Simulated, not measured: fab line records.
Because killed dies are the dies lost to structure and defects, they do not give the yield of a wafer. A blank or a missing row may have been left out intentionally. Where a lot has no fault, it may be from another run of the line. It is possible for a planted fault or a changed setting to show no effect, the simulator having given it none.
One fault through the eyes of 2 desks	flow sky130	each desk has only its own numbers; what lay behind them comes last

## TOOL OWNER'S DESK, implanter-04
The tool's own readings at SKY_LDD_HVN_IMPLANT_08: means of the sampled wafers that have a number, for each lot that ran on this tool. A lot is out of limits, marked OUT, if its mean lies more than 4 standard deviations from the usual mean; the brackets give that distance.
Columns: A = beam-energy-keV at SKY_LDD_HVN_IMPLANT_08, usual 60.003
lot	first seen here	A
L740	day 23 05:19	48.970 (-99 or more) OUT
L741	day 23 07:28	48.975 (-99 or more) OUT
L752	day 27 15:25	59.962
L753	day 28 09:56	60.012
L754	day 28 11:38	59.998
This desk's finding: out of limits on L740, L741; first on L740, day 23 05:19 (beam-energy-keV at SKY_LDD_HVN_IMPLANT_08). L752, L753, L754 stayed within limits.

## AT THE METROLOGY DESK
Lot by lot, what the gauges showed, no matter which tool ran the lot: averages of those sampled wafers that carry a number. A lot is out of limits, marked OUT, if its mean lies more than 4 standard deviations from the usual mean; the brackets give that distance.
Columns: A = NWELL_00_OVL at SKY_NWELL_OVL_MEAS_10, usual 0.0 nm; B = VT_ADJUST_PCH_TW at SKY_VT_ADJUST_PCH_TW_MEAS_10, usual 144.2; C = LDD_HVN_TW at SKY_LDD_HVN_TW_MEAS_10, usual 1453
lot	first seen here	A	B	C
L733	day 4 23:26	0.2	145.0	1453
L735	day 5 07:23	-1.0	144.3	1447
L736	day 5 12:08	-1.3	143.7	1453
L737	day 5 20:29	-0.7	144.8	1453
L739	day 6 07:26	-0.2	144.3	1451
L740	day 6 12:50	-0.6	143.7	1377 (-12) OUT
L741	day 6 20:41	1.9	144.5	1368 (-13) OUT
L747	day 8 04:56	-0.4	144.0	1454
L749	day 8 15:56	2.0	144.3	1458
L752	day 9 20:14	-1.0	143.7	1437
L753	day 10 12:14	-0.0	144.2	1454
L754	day 10 13:11	-2.9	144.9	1450
L755	day 10 16:17	1.3	144.0	1455
This desk's result: L740, L741 out of limits, first on L740 (LDD_HVN_TW at SKY_LDD_HVN_TW_MEAS_10), day 23 05:34. L733, L735, L736, L737, L739, L747, L749, L752, L753, L754, L755 stayed within limits.

## PUT TOGETHER
At day 23 05:19, on L740, L741, the tool owner's desk was in a position to raise an alarm.
On L740, L741, the metrology desk was in a position to raise an alarm at day 23 05:34.
All the named lots went through SKY_LDD_HVN_IMPLANT_08 on implanter-04.

## WHAT HAD BEEN PUT IN BY THE SIMULATOR
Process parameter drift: implanter-04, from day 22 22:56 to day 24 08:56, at SKY_LDD_HVN_IMPLANT_08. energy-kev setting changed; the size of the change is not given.
Struck lots among those shown: L740, L741.
Fault start to first reading out of limits, in hours, per desk: tool owner, 6; metrology, 7.
